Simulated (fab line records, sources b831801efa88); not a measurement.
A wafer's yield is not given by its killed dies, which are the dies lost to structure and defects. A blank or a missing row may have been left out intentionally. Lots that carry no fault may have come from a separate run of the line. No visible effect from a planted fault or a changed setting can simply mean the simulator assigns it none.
Which tool did it? ; flow sky130 ; 72 wafers from 24 lots sampled at 2 of the route's 708 steps

== WHAT THE GAUGES SHOWED, per wafer ==
SKY_VIA1_OVL_MEAS_13.
lot;measured;on;VIA1_OVL (nm)
L074;day 33 21:43;overlay-02;-5 4 -5
L075;day 34 11:27;overlay-02;0 -2 0
L076;day 34 15:34;overlay-02;-10 -1 -9
L077;day 34 17:02;overlay-02;9 9 6
L078;day 35 14:03;overlay-01;9 2 4
L079;day 35 16:40;overlay-02;-7 -11 -5
L080;day 36 00:47;overlay-01;2 4 -2
L081;day 36 12:07;overlay-02;-7 -4 -1
L082;day 36 17:28;overlay-01;4 13 5
L083;day 36 21:10;overlay-02;2 1 10
L084;day 37 03:29;overlay-02;4 4 -1
L085;day 37 11:39;overlay-01;8 2 1
L086;day 37 16:57;overlay-01;9 12 4
L087;day 38 02:58;overlay-01;6 -3 7
L088;day 38 08:46;overlay-01;0 -1 -2
L089;day 38 16:32;overlay-02;1 1 9
L090;day 39 07:52;overlay-01;-1 -7 -10
L091;day 39 11:58;overlay-01;-2 0 0
L092;day 39 13:51;overlay-02;3 -4 -7
L093;day 39 23:04;overlay-01;0 0 -7
L094;day 40 05:46;overlay-02;11 5 4
L095;day 40 12:50;overlay-01;-9 3 -8
L096;day 40 21:01;overlay-02;15 6 5
L097;day 41 13:10;overlay-01;-2 0 2

== TOOL THAT RAN EACH LOT (tool first, then ch and the chambers of the sampled wafers, then the start) ==
lot;SKY_VT_ADJUST_HVTR_STRIP_10
L074;plasma_asher-02 ch 0,1, day 9 06:23
L075;plasma_asher-03 ch 0,1, day 9 21:39
L076;plasma_asher-02 ch 0,1, day 10 04:20
L077;plasma_asher-01 ch 0, day 10 06:56
L078;plasma_asher-03 ch 0,1, day 10 19:56
L079;plasma_asher-01 ch 0,1, day 11 01:59
L080;plasma_asher-03 ch 0,1, day 11 09:13
L081;plasma_asher-02 ch 0,1, day 11 17:07
L082;plasma_asher-03 ch 0,1, day 12 00:31
L083;plasma_asher-01 ch 0,1, day 12 03:23
L084;plasma_asher-02 ch 0,1, day 12 11:23
L085;plasma_asher-01 ch 0,1, day 12 19:17
L086;plasma_asher-03 ch 0,1, day 13 01:22
L087;plasma_asher-03 ch 0,1, day 13 11:17
L088;plasma_asher-03 ch 0,1, day 13 14:43
L089;plasma_asher-03 ch 0,1, day 14 01:29
L090;plasma_asher-01 ch 0,1, day 14 15:26
L091;plasma_asher-01 ch 0,1, day 14 19:24
L092;plasma_asher-01 ch 0,1, day 14 20:05
L093;plasma_asher-01 ch 0,1, day 15 07:07
L094;plasma_asher-02 ch 0,1, day 15 13:39
L095;plasma_asher-02 ch 0,1, day 15 20:13
L096;plasma_asher-03 ch 0,1, day 16 03:23
L097;plasma_asher-02 ch 0,1, day 17 02:44
- SKY_VT_ADJUST_HVTR_STRIP_10: strips in O2/N2.

== WHAT THE TOOLS THEMSELVES READ (means of the sampled wafers that have a number; where no wafer has one, the mark that the record gives instead) ==
SKY_VT_ADJUST_HVTR_STRIP_10.
lot;tool;drypump_motor_current_A (A);oes_product_au (a.u.);strip_time_to_endpoint_s (s)
L074;plasma_asher-02;5.8;0.722;14.22
L075;plasma_asher-03;6.4;0.715;14.19
L076;plasma_asher-02;5.6;0.717;14.23
L077;plasma_asher-01;6.0;0.713;14.25
L078;plasma_asher-03;6.4;0.716;14.17
L079;plasma_asher-01;5.7;0.712;14.14
L080;plasma_asher-03;6.4;0.715;14.21
L081;plasma_asher-02;5.7;0.719;14.21
L082;plasma_asher-03;6.4;0.717;14.15
L083;plasma_asher-01;5.7;0.713;14.15
L084;plasma_asher-02;5.8;0.715;14.11
L085;plasma_asher-01;5.7;0.717;14.18
L086;plasma_asher-03;6.4;0.718;14.26
L087;plasma_asher-03;6.4;0.716;14.19
L088;plasma_asher-03;6.4;0.716;14.17
L089;plasma_asher-03;6.4;0.712;14.18
L090;plasma_asher-01;5.7;0.716;14.15
L091;plasma_asher-01;5.7;0.719;14.21
L092;plasma_asher-01;5.7;0.716;14.21
L093;plasma_asher-01;5.9;0.713;14.17
L094;plasma_asher-02;5.8;0.719;14.23
L095;plasma_asher-02;5.8;0.717;14.19
L096;plasma_asher-03;6.4;0.717;14.20
L097;plasma_asher-02;5.8;0.712;14.14

== THE ANSWER, worked out from the rows above alone ==
Rule: usual is defined by the lots themselves. Put in order of their means at a reading, lots are off if they are a third of the lots or fewer, leave a main group of 4 or more, and stand apart from it by a gap of 3 or more times the standard deviation of the main group's means; of several such gaps the widest counts. Not used: any main group whose means are identical at the precision the tables above print for the reading. A lot without any number at a reading at which 4 lots or more have one is off too. Where the step has rows for the other lots, those lots are counted as sound. The gauges are gone through in route order, then the tools' own readings, and for those a lot's mean is taken as printed above. At the first step where some lot is off, the reading lying furthest off is the one used; lots without a number count as furthest.
Across all readings shown, no lot is off: no conclusion can be drawn from this.

== WHAT WAS PUT IN BY THE SIMULATOR ==
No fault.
